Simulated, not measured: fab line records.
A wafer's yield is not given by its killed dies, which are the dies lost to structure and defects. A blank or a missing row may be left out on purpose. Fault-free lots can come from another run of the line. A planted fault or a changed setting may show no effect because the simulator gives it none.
fab line records	flow sky130	part 2 of 2: steps 29 to 40 of 40
record lots=5	wafers=15	last-day=49
route steps=708 shown VIA1@475 METAL2@483 VIA2@507
lots that met no fault: taken from a fault-free run of the same line
start-h: start of the lot's first displayed wafer, in hours after the record's first day	wait-h: how many hours have passed since the lot's step before this one	" identical to the entry in the row above	L1.1+2: one row covering several wafers at once	- no value, or no start was given	* or withheld: withheld	< > ~ a bound
route shown NAME@n: a module of which the file shows steps, and the number in the route of the first	usual: average and standard deviation across the fault-free wafers	same: alike in all rows	chamber/n: place in a boat	sites: readings site by site	_std_site: standard deviation of those values	_edge_site: mean of outer sites minus mean of inner sites	radius-mm: how far each site lies from the wafer's centre	mask NAME#n: copy n	behind: the tool/chamber that last shaped the wafer	hold: reason for holding the lot/hours on hold/outcome of the hold	device: names the non-switching transistor (n, p or np)	end of line: the route-end tests of the same wafers	step lacking rows: just its recipe	killed: count of dies lost to structure and defects at first sort (not the wafer's yield)	map: the dies of a wafer, with x for killed, . for not killed, _ for no die there
set.NAME: the setting the step ran with; set.NAME@STEP: the setting that earlier step ran with	model.NAME: the simulator's own value behind a step, which no gauge read
a table for each step, a row for each wafer; lots at some steps of the route
services: when a tool's chamber went out of use (start-h, in hours from the record's first day, below 0 if earlier), for how many hours, and the reason
## steps
# step SKY_METAL2_STRIP_20
# recipe chemistry=O2/N2	power-w=1400	pressure-mtorr=1500	platen-temp-c=withheld	o2-flow-sccm=3000	n2-flow-sccm=300	overash-fraction=0.5
# usual drypump-motor-current-A=6.1/0.44	oes-product-au=0.342/0.0046	strip-time-to-endpoint-s=2.68/0.044
lot.wafer	tool	chamber	start-h	wait-h	drypump-motor-current-A	oes-product-au	strip-time-to-endpoint-s
L079.3	plasma-asher-01	0	855.42	0.1	6.1	0.342	2.69
L079.4	"	1	"	"	5.6	0.346	2.68
L079.5	"	1	"	"	5.5	0.351	2.70
L082.3	plasma-asher-04	1	882.87	0.1	6.6	0.336	2.66
L082.4	"	0	"	"	5.7	0.340	2.61
L082.6	"	1	"	"	6.6	0.330	2.60
L086.3	plasma-asher-01	0	910.37	0.1	6.1	0.343	2.65
L086.4	"	1	"	"	5.6	0.337	2.59
L086.5	"	1	"	"	5.6	0.334	2.57
L090.3	plasma-asher-04	1	939.93	0.1	6.6	0.346	2.74
L090.4	"	0	"	"	5.7	0.344	2.67
L090.5	"	1	"	"	6.6	0.346	2.77
L094.3	plasma-asher-04	0	967.12	0.1	5.7	0.347	2.72
L094.4	"	1	"	"	6.6	0.342	2.67
L094.5	"	1	"	"	6.6	0.350	2.69
# step SKY_METAL2_STRIP_21
# recipe chemistry=post-etch-residue-remover	time-s=1200	temp-c=72.5
# usual bath-guard-temp-C=72.8/0.37
# same time-s=1200
lot.wafer	tool	chamber	start-h	wait-h	bath-guard-temp-C
L079.3	wet-bench-04	0	855.48	0.0	73.1
L079.4	"	0	"	"	73.0
L079.5	"	0	"	"	73.2
L082.3	wet-bench-02	2	882.93	0.0	72.7
L082.4	"	2	"	"	72.5
L082.6	"	2	"	"	72.5
L086.3	wet-bench-02	2	910.43	0.0	72.5
L086.4	"	2	"	"	72.4
L086.5	"	2	"	"	72.6
L090.3	wet-bench-01	1	939.99	0.0	72.8
L090.4	"	1	"	"	72.8
L090.5	"	1	"	"	72.8
L094.3	wet-bench-04	0	967.18	0.0	72.9
L094.4	"	0	"	"	73.0
L094.5	"	0	"	"	72.8
# step SKY_METAL2_CLEAN_22
# recipe chemistry=IPA	time-s=180	temp-c=25
# same time-s=180
lot.wafer	tool	chamber	start-h	wait-h
L079.3+4+5	wet-bench-02	3	855.83	0.0
L082.3+4+6	wet-bench-01	2	883.28	0.0
L086.3+4+5	wet-bench-04	2	910.81	0.0
L090.3+4+5	wet-bench-02	2	940.34	0.0
L094.3+4+5	wet-bench-02	2	967.56	0.0
# step SKY_METAL2_CLEAN_23
# recipe chemistry=O3/DIW	dry=n2-spin
lot.wafer	tool	chamber	start-h	wait-h
L079.3+4+5	wet-bench-01	1	855.88	0.0
L082.3+4+6	wet-bench-04	0	883.34	0.0
L086.3+4+5	wet-bench-02	2	910.87	0.0
L090.3+4+5	wet-bench-04	2	940.45	0.0
L094.3+4+5	wet-bench-01	1	967.62	0.0
# step SKY_VIA2_HDPCVD_00
# recipe material=SiO2	target-thk-nm=1180	sigma-open-frac=0.3	time-s=196.7	temp-c=400	sih4-flow-sccm=60	pressure-mtorr=6
# same time-s=196.7
lot.wafer	tool	chamber	start-h	wait-h
L079.3+4+5	hdpcvd-01	0,0,2	855.98	0.0
L082.3+4+6	hdpcvd-01	2,0,2	883.44	0.0
L086.3+4+5	hdpcvd-02	0,1,0	910.97	0.0
L090.3+4+5	hdpcvd-01	0,0,1	940.54	0.0
L094.3+4+5	hdpcvd-01	0,1,2	967.72	0.0
# step SKY_VIA2_THK_MEAS_01
# recipe reads=SiO2_of_VIA2_HDPCVD_00
# usual VIA2_HDPCVD_THK=1185/13
lot.wafer	tool	chamber	start-h	wait-h	VIA2_HDPCVD_THK[nm]
L079.3	film-metro-04	-	856.12	0.1	1194
L079.4	"	-	"	"	1199
L079.5	"	-	"	"	1204
L082.3	film-metro-01	-	883.59	0.1	1195
L082.4	"	-	"	"	1189
L082.6	"	-	"	"	1201
L086.3	film-metro-01	-	911.11	0.1	1167
L086.4	"	-	"	"	1173
L086.5	"	-	"	"	1169
L090.3	film-metro-04	-	940.69	0.1	1170
L090.4	"	-	"	"	1187
L090.5	"	-	"	"	1190
L094.3	film-metro-01	-	967.86	0.1	1173
L094.4	"	-	"	"	1179
L094.5	"	-	"	"	1183
# step SKY_VIA2_CMP_02
# recipe material=SiO2	down-force-psi=4	platen-rpm=60	pad-velocity-m-s=0.94248
# usual motor-current-A=11.7/0.68
lot.wafer	tool	chamber	start-h	wait-h	motor-current-A
L079.3	cmp-01	3	856.16	0.0	11.0
L079.4	"	0	"	"	12.5
L079.5	"	3	"	"	10.6
L082.3	cmp-01	0	884.01	0.4	12.4
L082.4	"	2	"	"	11.5
L082.6	"	3	"	"	10.9
L086.4	cmp-02	1	911.20	0.1	12.9
L086.3	"	2	"	"	11.1
L086.5	"	1	"	"	12.4
L090.4	cmp-01	3	940.73	0.0	10.8
L090.3	"	0	"	"	11.6
L090.5	"	3	"	"	11.1
L094.3	cmp-02	0	967.90	0.0	12.2
L094.4	"	2	"	"	10.9
L094.5	"	1	"	"	12.3
# step SKY_VIA2_BOW_MEAS_03
# recipe mode=bow
# usual VIA2_BOW=85/6.6
lot.wafer	tool	chamber	start-h	wait-h	VIA2_BOW[um]
L079.3	film-metro-02	-	856.50	0.3	97
L079.4	"	-	"	"	84
L079.5	"	-	"	"	85
L082.3	film-metro-04	-	884.30	0.2	95
L082.4	"	-	"	"	93
L082.6	"	-	"	"	90
L086.3	film-metro-04	-	911.49	0.2	93
L086.4	"	-	"	"	78
L086.5	"	-	"	"	92
L090.3	film-metro-02	-	941.07	0.2	84
L090.4	"	-	"	"	82
L090.5	"	-	"	"	92
L094.3	film-metro-02	-	968.24	0.3	78
L094.4	"	-	"	"	89
L094.5	"	-	"	"	77
# step SKY_VIA2_DEHYDRATE_04
# recipe temp-c=200	time-s=60
# same time-s=60
lot.wafer	tool	chamber	start-h	wait-h
L079.3+4+5	litho-track-03	0	869.39	12.9
L082.3+4+6	litho-track-03	0	895.99	11.7
L086.3+4+5	litho-track-03	0	923.49	12.0
L090.3+4+5	litho-track-04	0	953.45	12.4
L094.3+4+5	litho-track-04	0	979.80	11.5
# step SKY_VIA2_HMDS_05
# recipe prime-time-s=60	prime-temp-c=120
# usual prime-temp-c=119.97/0.13
lot.wafer	tool	chamber	start-h	wait-h	prime-temp-c
L079.3	litho-track-03	0	869.54	0.1	120.04
L079.4	"	0	"	"	119.97
L079.5	"	0	"	"	119.94
L082.3	litho-track-03	0	896.14	0.1	120.07
L082.4	"	0	"	"	120.04
L082.6	"	0	"	"	119.97
L086.3	litho-track-03	0	923.64	0.1	119.99
L086.4	"	0	"	"	119.93
L086.5	"	0	"	"	120.12
L090.3	litho-track-04	0	953.60	0.1	120.12
L090.4	"	0	"	"	120.11
L090.5	"	0	"	"	119.94
L094.3	litho-track-04	0	979.95	0.1	120.08
L094.4	"	0	"	"	120.08
L094.5	"	0	"	"	120.05
# step SKY_VIA2_COAT_06
# recipe resist=BARC	temp-c=withheld	time-s=withheld	spin-rpm=3000	resist-thk-nm=60
lot.wafer	tool	chamber	start-h	wait-h
L079.3+4+5	litho-track-03	0	869.69	0.1
L082.3+4+6	litho-track-03	0	896.29	0.1
L086.3+4+5	litho-track-03	0	923.79	0.1
L090.3+4+5	litho-track-04	0	953.75	0.1
L094.3+4+5	litho-track-04	0	980.10	0.1
# step SKY_VIA2_COAT_07
# recipe resist=KrF-thick	spin-rpm=3000	resist-thk-nm=450
lot.wafer	tool	chamber	start-h	wait-h
L079.3+4+5	litho-track-03	0	-	-
L082.3+4+6	litho-track-03	0	-	-
L086.3+4+5	litho-track-03	0	-	-
L090.3+4+5	litho-track-04	0	-	-
L094.3+4+5	litho-track-04	0	-	-
## services
tool	chamber	start-h	hours	kind
cmp-02	-	805.14	1.0	repair
cmp-01	-	808.97	1.9	repair
pvd-sputter-02	-	812.79	4.9	repair
hdpcvd-01	2	817.70	6.1	repair
pvd-sputter-01	-	818.10	1.1	repair
rie-metal-04	1	820.04	17.6	repair
rie-metal-04	0	820.63	6.3	repair
cmp-02	-	820.91	2.7	repair
cvd-w-02	-	828.72	0.8	repair
cmp-01	-	829.99	4.0	pm
cmp-01	-	842.75	0.4	repair
pvd-sputter-04	-	850.81	1.7	repair
wet-bench-04	-	863.68	10.4	repair
cmp-01	-	873.79	9.9	pm
cmp-02	-	889.75	6.3	pm
cmp-02	-	897.26	3.0	repair
rie-metal-04	-	903.25	1.4	pm
cmp-01	-	903.37	2.6	repair
cmp-02	-	905.59	1.4	repair
pvd-sputter-01	-	909.97	2.6	repair
cmp-02	-	917.61	5.5	repair
cmp-02	-	931.48	0.6	repair
rie-metal-04	-	938.96	0.5	repair
cmp-02	-	968.66	2.0	repair
